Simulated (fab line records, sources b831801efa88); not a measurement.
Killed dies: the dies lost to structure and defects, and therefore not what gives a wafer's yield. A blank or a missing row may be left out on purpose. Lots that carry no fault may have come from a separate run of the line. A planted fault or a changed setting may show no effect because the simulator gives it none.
A lot that was struck, set against a sound lot	flow sky130	14 out of 708 route steps
Sound: these wafers, L634.1, L634.2, L634.6. The struck wafers were L644.3, L644.4, L644.6. The cause comes at the end.
Order at every step that has rows: each side's tool, ch and its chambers, its first start. Under that, the readings that differ: sound wafers	struck wafers	difference of the means	sigmas: that difference in standard deviations of wafers without a fault.
alike: same words and numbers on both sides, and readings whose means sit less than 2 such deviations apart. not compared: any withheld reading, any reading some wafer has no value for, any bound like >300 that may hide the same value, and any number with overlapping values for which the record gives no deviation.
The two part at a step that has a row with sigmas, a row that says differs or no value, or rows on one side only. When numbers do not overlap yet have no deviation, they are printed without sigmas and do not part them. Lack of a reading on every wafer of one side parts them only where that side has two or more wafers.

SKY_CONTACT_OVL_MEAS_15:
  struck on overlay-01, day 36 06:20; sound on overlay-01, day 33 20:53
  alike: CONTACT_OVL
SKY_CONTACT_ETCH_16: etches BARC in N2/H2, stops on SiO2, time 45.9 s, target depth 60 nm.
  sound on rie_diel-01 ch 0,2,3, day 33 20:55; struck on rie_diel-01 ch 0,2,3, day 36 06:22
  alike: bias_w, drypump_motor_current_A, oes_product_au, rf_fwd_power_W, throttle_valve_pct
  not compared: rf_hours_counter_h
SKY_CONTACT_ETCH_17: etches SiO2 in C4F8/O2/Ar, stops on Si3N4, target depth 340 nm.
  sound on rie_diel-01 ch 0,2,3, day 33 20:58; struck on rie_diel-01 ch 0,2,3, day 36 06:24
  alike: bias_w, oes_product_au, rf_fwd_power_W
SKY_CONTACT_ETCH_18: etches Si3N4 in CHF3/O2, stops on TiN, time 39 s, target depth 75 nm.
  sound on rie_diel-01 ch 0,2,3; struck on rie_diel-01 ch 0,2,3
  alike: bias_w, drypump_motor_current_A, oes_product_au, rf_fwd_power_W, throttle_valve_pct
  not compared: rf_hours_counter_h
then, 4 steps without rows for these wafers: SKY_CONTACT_STRIP_19 (strips in O2/N2); SKY_CONTACT_STRIP_20 (strips in post etch residue remover, time 1200 s); SKY_CONTACT_CLEAN_21 (cleans in IPA, time 180 s); SKY_CONTACT_CLEAN_22 (cleans in O3/DIW).
SKY_CONTACT_SPUTTER_23: material TiN, target thk 20 nm, time 80 s.
  struck on pvd_sputter-04, day 36 07:05; sound on pvd_sputter-03, day 33 21:38
  alike: throttle_valve_pct
SKY_CONTACT_CVD_24: deposits W, target thk 340 nm, time 102.12 s.
  sound on cvd_w-02 ch 0,1, day 33 21:42; struck on cvd_w-02 ch 0,1, day 36 07:11
  alike: heater_power_w
  not compared: since_wet_clean_h
SKY_CONTACT_RS_MEAS_25: the measuring method here is four-point-probe.
  struck on film_metro-02, day 36 07:17; sound on film_metro-01, day 33 21:49
  alike: CONTACT_W_RS
SKY_CONTACT_THK_MEAS_26: measures by xrf.
  struck on film_metro-02, day 36 07:23; sound on film_metro-01, day 33 21:56
  alike: CONTACT_W_THK
SKY_CONTACT_CMP_27: polishes, stops on SiO2, t overpolish 15 s, target thk 0 nm.
  sound on cmp-01 ch 1,2, day 33 22:02; struck on cmp-01 ch 1,2, day 36 07:26
reading	sound	struck	difference	sigmas
overpolish_run_s (s)	14.993 14.998 15.001	0.048 0.046 0.038	-14.953	-99 or more
time_to_endpoint_s (s)	89 86 86	127 127 128	+40	+11
  alike: motor_current_A
-- the record jumps here: 13 days lie between the struck wafers' starts before and after (it left off in module CONTACT and takes up again in module PAD_OPEN, whose first step shown is number 708 of the route) --
SKY_PAD_OPEN_PROBE_99:
  struck on prober-01, day 49 05:55; sound on prober-02, day 47 14:35
reading	sound	struck	difference	sigmas
killed_at_contacts	20 29 15	428 430 421	+405	+75
killed_dies	76 89 75	492 492 492	+412	+47
killed_on_rim	16 18 18	96 96 96	+79	+23
  alike: killed_at_M0_to_M3, killed_at_M4_up, killed_at_front_end, killed_at_other, killed_open, killed_short

## WHERE THEY PART
First at SKY_CONTACT_CMP_27; last, within this record, at SKY_PAD_OPEN_PROBE_99.

WHY: the cause the simulator had injected
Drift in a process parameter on cmp-01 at SKY_CONTACT_CMP_27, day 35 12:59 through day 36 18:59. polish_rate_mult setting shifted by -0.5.
